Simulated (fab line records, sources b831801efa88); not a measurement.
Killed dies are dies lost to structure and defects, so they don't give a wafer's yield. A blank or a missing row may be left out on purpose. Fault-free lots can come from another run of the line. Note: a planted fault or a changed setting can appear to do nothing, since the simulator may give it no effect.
A lot that was struck, set against a sound lot :: flow sfqLine :: 18 out of 325 route steps
Sound: these wafers, L847.1, L847.2, L847.3. Struck: wafers L853.5, L853.6. (L853.4 of the same lot was not struck and is left out.) The cause comes at the end.
For every step that has rows: the tool of each side, followed by ch and its chambers, followed by its first start. Under that, the readings that differ: sound wafers :: struck wafers :: difference of the means :: sigmas: that difference in standard deviations of wafers without a fault.
alike: a reading whose means differ by less than 2 such deviations, as well as words and numbers matching on both sides. not compared: withheld readings; readings where some wafer has no value; bounds like >300 that might hide an equal value; numbers whose values overlap and for which the record gives no deviation.
Wherever a step has rows on one side only, a row that says differs or no value, or a row with sigmas, the two part there. Numbers that have no deviation but don't overlap get no sigmas and don't part them. A reading missing from all wafers of one side parts the sides only when that side holds two or more wafers.

SFQ_I2_OVL_MEAS_918:
  sound: overlay-02 at day 40 07:09; struck: overlay-02 at day 43 00:13
  alike: I2_OVL
SFQ_TRILAYER_I2_VIA_BARC_OPEN_VIA_ETCH_096: etches BARC in O2, target depth 125 nm, time 41.7 s.
  sound on rieDiel-02 ch 0,2,3, day 40 07:11; struck on rieDiel-03 ch 1,2, day 43 00:14
reading: rfHoursCounterH (h)
sound: 13 6 5
struck: - -
difference: no value on the struck wafers
sigmas: 
  alike: chamberPressureMTorr, drypumpMotorCurrentA, oesProductAu
SFQ_TRILAYER_I2_VIA_ETCH_VIA_ETCH_070: etches SiO2 in CHF3, stops on Nb, target depth 260 nm.
  sound on rieDiel-02 ch 0,2,3, day 40 07:14; struck on rieDiel-03 ch 1,2, day 43 00:17
  alike: chamberPressureMTorr, drypumpMotorCurrentA, oesProductAu
SFQ_TRILAYER_I2_VIA_STRIP_STRIP_071: strips in O2.
  sound on rieMetal-04 ch 0,1, day 40 07:20; struck on rieMetal-04 ch 0,1, day 43 00:35
  alike: chamberPressureMTorr, drypumpMotorCurrentA, oesProductAu
  not compared: rfHoursCounterH
then, 2 steps without rows for these wafers: SFQ_TRILAYER_I2_VIA_STRIP_SOLV_CLEAN_072 (cleans in NMP, time 600 s); SFQ_TRILAYER_M3_DEP_PRE_CLEAN_074 (time 22.5 s).
SFQ_TRILAYER_M3_DEP_SPUTTER_073: material Nb, target thk 200 nm, time 133.3 s.
  sound: pvdSputter-06 at day 40 08:08; struck: pvdSputter-06 at day 43 01:12
  alike: resputterCathodeVoltageV, substrateTempC, throttleValvePct
SFQ_M3_RS_MEAS_919: measures by four-point-probe.
  sound: filmMetro-02 at day 40 08:14; struck: filmMetro-04 at day 43 01:21
  alike: M3_NB_RS
then, 3 steps without rows for these wafers: SFQ_TRILAYER_M3_LITHO_COAT_080 (resist thk 62 nm); SFQ_TRILAYER_M3_LITHO_COAT_075 (resist thk 600 nm); SFQ_TRILAYER_M3_LITHO_SOFTBAKE_079.
-- the record jumps here: 5 days lie between the struck wafers' starts before and after --
SFQ_TRILAYER_M3_LITHO_EXPOSE_076: exposes mask M3, target cd 500 nm.
  sound on krfScanner-01 ch 0, day 45 11:24; struck on krfScanner-01 ch 0, day 48 05:38
  alike: mask, reticleTempC
then, 2 steps without rows for these wafers: SFQ_TRILAYER_M3_LITHO_PEB_078 (peb time 60 s); SFQ_TRILAYER_M3_LITHO_DEVELOP_077 (time 60 s).
SFQ_M3_OVL_MEAS_921:
  sound: overlay-01 at day 45 12:54; struck: overlay-01 at day 48 06:33
  alike: M3_OVL
SFQ_TRILAYER_M3_BARC_OPEN_METAL_ETCH_100: etches BARC in O2, target depth 125 nm, time 41.7 s.
  sound on rieMetal-03 ch 0,1, day 45 12:56; struck on rieMetal-03 ch 0,1, day 48 06:35
reading: model.M3.cdNm (nm)
sound: 497.5 497 497.2
struck: 495.9 496
difference: -1.3
sigmas: 
  alike: chamberPressureMTorr, drypumpMotorCurrentA, oesProductAu
  not compared: rfHoursCounterH
SFQ_TRILAYER_M3_ETCH_METAL_ETCH_078: etches Nb in Cl2/Ar, stops on SiO2, target depth 240 nm, time 120 s.
  sound on rieMetal-03 ch 0,1, day 45 13:00; struck on rieMetal-03 ch 0,1, day 48 06:40
reading: model.M3.cdNm (nm)
sound: 497.2 496.3 496.9
struck: 492.7 495
difference: -2.9
sigmas: 
  alike: chamberPressureMTorr, drypumpMotorCurrentA, oesProductAu
  not compared: rfHoursCounterH
SFQ_TRILAYER_M3_STRIP_STRIP_079: strips in O2.
  sound on rieMetal-03 ch 0,1, day 45 13:07; struck on rieMetal-03 ch 0,1, day 48 06:57
  alike: chamberPressureMTorr, drypumpMotorCurrentA, oesProductAu
  not compared: rfHoursCounterH

WHERE THEY PART
Only at SFQ_TRILAYER_I2_VIA_BARC_OPEN_VIA_ETCH_096, as far as this record shows. Later steps at which nothing parts them and some readings are alike: SFQ_TRILAYER_I2_VIA_ETCH_VIA_ETCH_070, SFQ_TRILAYER_I2_VIA_STRIP_STRIP_071, SFQ_TRILAYER_M3_DEP_SPUTTER_073, SFQ_M3_RS_MEAS_919, SFQ_TRILAYER_M3_LITHO_EXPOSE_076, SFQ_M3_OVL_MEAS_921, SFQ_TRILAYER_M3_BARC_OPEN_METAL_ETCH_100, SFQ_TRILAYER_M3_ETCH_METAL_ETCH_078, SFQ_TRILAYER_M3_STRIP_STRIP_079.

WHY: whatever the simulator had introduced
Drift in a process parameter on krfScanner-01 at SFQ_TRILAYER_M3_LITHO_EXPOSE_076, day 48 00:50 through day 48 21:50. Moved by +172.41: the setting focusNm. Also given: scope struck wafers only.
